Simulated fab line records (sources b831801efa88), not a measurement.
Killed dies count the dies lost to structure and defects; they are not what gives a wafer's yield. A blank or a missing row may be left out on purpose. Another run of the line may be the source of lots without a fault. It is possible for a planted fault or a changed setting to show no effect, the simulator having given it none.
fab line records	flow gf180mcu
record: lots: 14	wafers: 42	lastDay: 34
route steps=602 shown V2@398 M3@410 V3@431
lots that met no fault: taken from a fault-free run of the same line
startH: hours from the record's opening day to when the first of the lot's shown wafers began	waitH: time in hours since the lot's previous step	" unchanged from the row above	L1.1+2: several wafers, shown together as one row	- no value present, or no start provided	* or withheld: withheld	< > ~ a bound
route shown NAME@n: names a module that has steps shown in the file, with the first one's number in the route	usual: the fault-free wafers' mean and standard deviation	same: alike in all rows	chamber/n: place in a boat	sites: per-site readings	_std_site: their standard deviation	_edge_site: inner sites' mean taken away from outer sites' mean	radiusMm: for every site, how far away it sits from the centre of the wafer	mask NAME#n: copy n	behind: tool/chamber where the wafer was last shaped	hold: why the lot was held/for how many hours/how that ended	device: transistor that didn't switch, given as n, p or np	end of line: at the end of the route, the tests of the same wafers	a step without rows: its recipe alone	killed: not the wafer's yield, but the dies lost to structure and defects at the first sort	map: a wafer's dies, x killed, . not, _ none there
set.NAME: the setting that was run; set.NAME@STEP: the one run at that earlier step	model.NAME: the simulator's own value behind a step, which no gauge read
steps of the route over a sample of lots; a table a step, a row a wafer
services: from which hour (startH, from the record's first day; less than 0 if before it) a tool's chamber was out of use, for how many hours, and why
== steps ==
step: GF_V2_ETCH_16
recipe: chemistry: N2/H2	targetDepthA: withheld	overetchA: withheld	timeS: withheld	target: BARC	ionEnergyEv: 205.7	sourceW: 500	biasW: 100	pressureMtorr: 30	n2FlowSccm: 100	h2FlowSccm: 200
usual: drypumpMotorCurrentA: 5.6/0.48	oesProductAu: 0.855/0.0052	throttleValvePct: 13.224/0.0091
lot.wafer	tool	chamber	startH	waitH	drypumpMotorCurrentA	oesProductAu	throttleValvePct
L814.1	rieDiel-02	3	455.65	0.0	5.2	0.860	13.240
L814.3	"	0	"	"	6.4	0.854	13.224
L814.5	"	3	"	"	5.3	0.852	13.232
L817.3	rieDiel-03	0	481.33	0.0	6.0	0.850	13.220
L817.4	"	1	"	"	6.2	0.840	13.224
L817.6	"	2	"	"	5.6	0.850	13.225
L818.1	rieDiel-04	2	502.10	0.0	5.6	0.846	13.206
L818.2	"	0	"	"	5.7	0.859	13.219
L818.4	"	3	"	"	6.0	0.858	13.231
L819.2	rieDiel-02	2	503.33	0.0	5.7	0.853	13.221
L819.3	"	0	"	"	6.4	0.852	13.229
L819.4	"	3	"	"	5.2	0.863	13.215
L820.3	rieDiel-02	2	512.95	0.0	5.7	0.860	13.226
L820.4	"	3	"	"	5.2	0.855	13.219
L820.5	"	2	"	"	5.7	0.860	13.221
L821.1	rieDiel-02	3	526.20	0.0	5.3	0.848	13.233
L821.3	"	2	"	"	5.7	0.853	13.231
L821.6	"	2	"	"	5.6	0.849	13.218
L825.3	rieDiel-04	3	573.18	0.0	6.0	0.853	13.225
L825.4	"	3	"	"	6.0	0.850	13.234
L825.5	"	0	"	"	5.6	0.857	13.227
L826.1	rieDiel-02	0	577.50	0.0	6.4	0.860	13.229
L826.5	"	3	"	"	5.2	0.856	13.234
L826.6	"	0	"	"	6.4	0.860	13.237
L828.3	rieDiel-02	1	595.88	0.0	4.9	0.853	13.233
L828.4	"	3	"	"	5.2	0.861	13.228
L828.5	"	0	"	"	6.5	0.850	13.237
L830.4	rieDiel-02	3	600.05	0.0	5.2	0.859	13.217
L830.5	"	3	"	"	5.2	0.850	13.213
L830.6	"	0	"	"	6.4	0.854	13.241
L833.1	rieDiel-03	1	629.37	0.0	6.2	0.846	13.225
L833.2	"	2	"	"	5.7	0.858	13.227
L833.4	"	3	"	"	4.9	0.858	13.238
L835.3	rieDiel-02	2	635.13	0.0	5.7	0.859	13.226
L835.4	"	1	"	"	5.0	0.854	13.211
L835.5	"	2	"	"	5.7	0.857	13.224
L836.4	rieDiel-02	2	641.87	0.0	5.7	0.856	13.236
L836.5	"	2	"	"	5.7	0.850	13.236
L836.6	"	3	"	"	5.2	0.850	13.230
L837.2	rieDiel-02	1	648.27	0.0	4.9	0.850	13.215
L837.3	"	3	"	"	5.2	0.857	13.226
L837.5	"	3	"	"	5.3	0.862	13.227
step: GF_M3_SPUTTER_01
recipe: material: TiN	targetThkNm: 30	powerW: 6500	timeS: 25	chamberPressurePa: 0.4
usual: throttleValvePct: 29.6/1.1
lot.wafer	tool	chamber	startH	waitH	throttleValvePct
L814.1	pvdSputter-02	-	457.12	0.1	28.3
L814.3	"	-	"	"	30.7
L814.5	"	-	"	"	28.9
L817.3	pvdSputter-01	-	482.78	0.1	29.5
L817.4	"	-	"	"	28.7
L817.6	"	-	"	"	29.4
L818.1	pvdSputter-01	-	503.60	0.1	27.6
L818.2	"	-	"	"	28.9
L818.4	"	-	"	"	30.4
L819.2	pvdSputter-02	-	504.81	0.1	29.8
L819.3	"	-	"	"	30.3
L819.4	"	-	"	"	28.8
L820.3	pvdSputter-02	-	514.41	0.1	30.5
L820.4	"	-	"	"	28.7
L820.5	"	-	"	"	30.3
L821.1	pvdSputter-04	-	527.66	0.1	31.9
L821.3	"	-	"	"	29.9
L821.6	"	-	"	"	30.3
L825.3	pvdSputter-02	-	574.63	0.1	30.5
L825.4	"	-	"	"	28.2
L825.5	"	-	"	"	28.2
L826.1	pvdSputter-02	-	579.03	0.1	30.7
L826.5	"	-	"	"	28.2
L826.6	"	-	"	"	28.7
L828.3	pvdSputter-04	-	597.35	0.1	31.4
L828.4	"	-	"	"	29.9
L828.5	"	-	"	"	32.0
L830.4	pvdSputter-01	-	601.72	0.1	30.5
L830.5	"	-	"	"	29.1
L830.6	"	-	"	"	30.7
L833.1	pvdSputter-01	-	630.85	0.1	27.4
L833.2	"	-	"	"	30.5
L833.4	"	-	"	"	29.0
L835.3	pvdSputter-04	-	636.59	0.1	31.4
L835.4	"	-	"	"	28.6
L835.5	"	-	"	"	31.2
L836.4	pvdSputter-01	-	643.35	0.1	30.2
L836.5	"	-	"	"	28.7
L836.6	"	-	"	"	27.4
L837.2	pvdSputter-02	-	649.82	0.1	28.8
L837.3	"	-	"	"	28.4
L837.5	"	-	"	"	29.8
step: GF_M3_EXPOSE_11
recipe: maskId: Metal3	targetCdNm: 280	na: 0.68	sourceShape: conventional	sigmaOuter: 0.6	doseMj: 28
usual: exposureDoseMJCm2: 28.005/0.024	focusOffsetNm: 0.0/0.56	sigmaOuter: 0.6/0
lot.wafer	tool	chamber	startH	waitH	mask	exposureDoseMJCm2	focusOffsetNm	sigmaOuter
L814.1	krfScanner-01	0	469.59	-	Metal3#0	28.004	-0.5	0.6
L814.3	"	0	"	"	Metal3#0	28.003	0.0	0.6
L814.5	"	0	"	"	Metal3#0	28.004	-0.2	0.6
L817.3	krfScanner-01	0	494.91	-	Metal3#0	27.985	-0.2	0.6
L817.4	"	0	"	"	Metal3#0	27.986	0.4	0.6
L817.6	"	0	"	"	Metal3#0	27.978	0.1	0.6
L818.1	krfScanner-01	0	514.97	-	Metal3#0	28.012	-0.1	0.6
L818.2	"	0	"	"	Metal3#0	28.000	-1.0	0.6
L818.4	"	0	"	"	Metal3#0	28.019	0.1	0.6
L819.2	krfScanner-02	0	517.26	-	Metal3#0	28.044	-0.1	0.6
L819.3	"	0	"	"	Metal3#0	28.015	0.0	0.6
L819.4	"	0	"	"	Metal3#0	28.007	0.3	0.6
L820.3	krfScanner-01	0	526.38	-	Metal3#0	28.010	-0.4	0.6
L820.4	"	0	"	"	Metal3#0	28.018	0.5	0.6
L820.5	"	0	"	"	Metal3#0	28.042	-0.7	0.6
L821.1	krfScanner-01	0	538.96	-	Metal3#0	27.940	-0.1	0.6
L821.3	"	0	"	"	Metal3#0	27.941	-0.4	0.6
L821.6	"	0	"	"	Metal3#0	27.964	0.5	0.6
L825.3	krfScanner-01	-	585.62	-	Metal3#0	-	-	-
L825.4	"	-	"	"	Metal3#0	-	-	-
L825.5	"	-	"	"	Metal3#0	-	-	-
L826.1	krfScanner-01	-	590.30	-	Metal3#0	-	-	-
L826.5	"	-	"	"	Metal3#0	-	-	-
L826.6	"	-	"	"	Metal3#0	-	-	-
L828.3	krfScanner-02	0	607.91	-	Metal3#0	28.044	0.2	0.6
L828.4	"	0	"	"	Metal3#0	28.031	-0.8	0.6
L828.5	"	0	"	"	Metal3#0	27.994	-0.8	0.6
L830.4	krfScanner-01	0	612.80	-	Metal3#0	27.966	0.8	0.6
L830.5	"	0	"	"	Metal3#0	28.003	1.0	0.6
L830.6	"	0	"	"	Metal3#0	27.969	1.0	0.6
L833.1	krfScanner-02	0	640.83	-	Metal3#0	27.979	-0.3	0.6
L833.2	"	0	"	"	Metal3#0	27.964	0.7	0.6
L833.4	"	0	"	"	Metal3#0	27.989	-0.2	0.6
L835.3	krfScanner-01	0	645.75	-	Metal3#0	28.001	0.6	0.6
L835.4	"	0	"	"	Metal3#0	28.069	0.0	0.6
L835.5	"	0	"	"	Metal3#0	28.024	0.1	0.6
L836.4	krfScanner-01	0	653.50	-	Metal3#0	28.018	0.3	0.6
L836.5	"	0	"	"	Metal3#0	28.005	0.1	0.6
L836.6	"	0	"	"	Metal3#0	28.003	-0.6	0.6
L837.2	krfScanner-02	0	660.11	-	Metal3#0	28.038	0.5	0.6
L837.3	"	0	"	"	Metal3#0	27.978	0.6	0.6
L837.5	"	0	"	"	Metal3#0	28.006	-0.8	0.6
step: GF_V3_CVD_02
recipe: material: SiO2	targetThkNm: 850	precursor: TEOS	tempC: 400	timeS: 94.851	rfW: 600
usual: heaterPowerOuterW: 384/72	heaterPowerW: 673/98
lot.wafer	tool	chamber	startH	waitH	heaterPowerOuterW	heaterPowerW
L814.1	pecvd-03	2	482.70	0.1	387	706
L814.3	"	0	"	"	350	633
L814.5	"	2	"	"	307	570
L817.3	pecvd-02	2	507.12	0.0	470	850
L817.4	"	2	"	"	499	852
L817.6	"	0	"	"	446	628
L818.1	pecvd-01	0	527.46	0.1	277	568
L818.2	"	1	"	"	367	680
L818.4	"	1	"	"	404	728
L819.2	pecvd-01	0	529.31	0.0	321	596
L819.3	"	2	"	"	416	666
L819.4	"	2	"	"	441	725
L820.3	pecvd-01	1	538.67	0.0	408	706
L820.4	"	1	"	"	437	753
L820.5	"	0	"	"	314	618
L821.1	pecvd-01	0	551.25	0.1	235	492
L821.3	"	2	"	"	410	664
L821.6	"	0	"	"	273	539
L828.3	pecvd-03	0	618.98	0.0	386	681
L828.4	"	1	"	"	474	811
L828.5	"	0	"	"	276	541
L830.4	pecvd-01	1	623.47	0.1	314	610
L830.5	"	0	"	"	223	480
L830.6	"	2	"	"	448	722
L833.1	pecvd-01	2	651.30	0.1	420	679
L833.2	"	0	"	"	250	528
L833.4	"	2	"	"	456	718
L835.3	pecvd-03	2	656.79	0.0	329	615
L835.4	"	0	"	"	284	532
L835.5	"	1	"	"	415	730
L836.4	pecvd-01	2	663.97	0.1	429	679
L836.5	"	2	"	"	460	731
L836.6	"	0	"	"	328	614
L837.2	pecvd-01	2	670.30	0.0	406	669
L837.3	"	1	"	"	407	757
L837.5	"	2	"	"	444	706
== services ==
tool	chamber	startH	hours	kind
krfScanner-02	-	432.88	1.3	pm
krfScanner-01	-	441.99	2.5	repair
krfScanner-02	-	446.32	0.8	pm
pvdSputter-01	-	451.92	1.4	repair
pecvd-01	1	461.60	20.7	repair
krfScanner-02	-	485.76	0.2	repair
krfScanner-01	-	502.23	0.6	repair
rieDiel-02	3	516.42	2.4	repair
krfScanner-02	-	525.42	53.2	repair
krfScanner-02	-	578.58	1.0	pm
krfScanner-02	-	579.58	11.6	pm
pvdSputter-02	-	581.45	1.3	repair
krfScanner-01	-	591.24	4.0	pm
pecvd-01	-	592.20	0.3	repair
krfScanner-01	-	595.26	1.3	pm
krfScanner-01	-	596.56	1.0	pm
krfScanner-02	-	608.78	1.3	pm
krfScanner-01	-	614.37	0.8	pm
krfScanner-02	-	615.12	0.8	pm
krfScanner-02	-	616.43	4.4	repair
rieDiel-02	-	632.01	2.8	pm
rieDiel-02	0	634.97	1.2	repair
pvdSputter-02	-	636.00	3.1	repair
pecvd-01	1	648.80	20.7	repair
== key ==
firstSign: step: GF_M3_EXPOSE_11	reading: toolRecord	direction: missing
effect none on later readings
metAt GF_M3_EXPOSE_11
struckLots L825,L826
laterRowsLeftOut L825.3,L825.4,L825.5,L826.1,L826.5,L826.6
sortLeftOut L825.3,L825.4,L825.5,L826.1,L826.5,L826.6
notActingAt GF_V2_ETCH_16,GF_M3_SPUTTER_01,GF_V3_CVD_02
onsetBetween 538.96 585.62
fault: kind: skippedStepWhole	tool: krfScanner-01	chamber: -	onsetH: 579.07	steps: GF_M3_EXPOSE_11	scope: struckLotsOnly
sortLeftOut: the simulated sort isn't trusted on such a fault, so these wafers' sort isn't shown, and their yield isn't known
laterRowsLeftOut: the simulator's readings of these wafers behind a module that went badly wrong aren't trusted and aren't shown, but for the sort
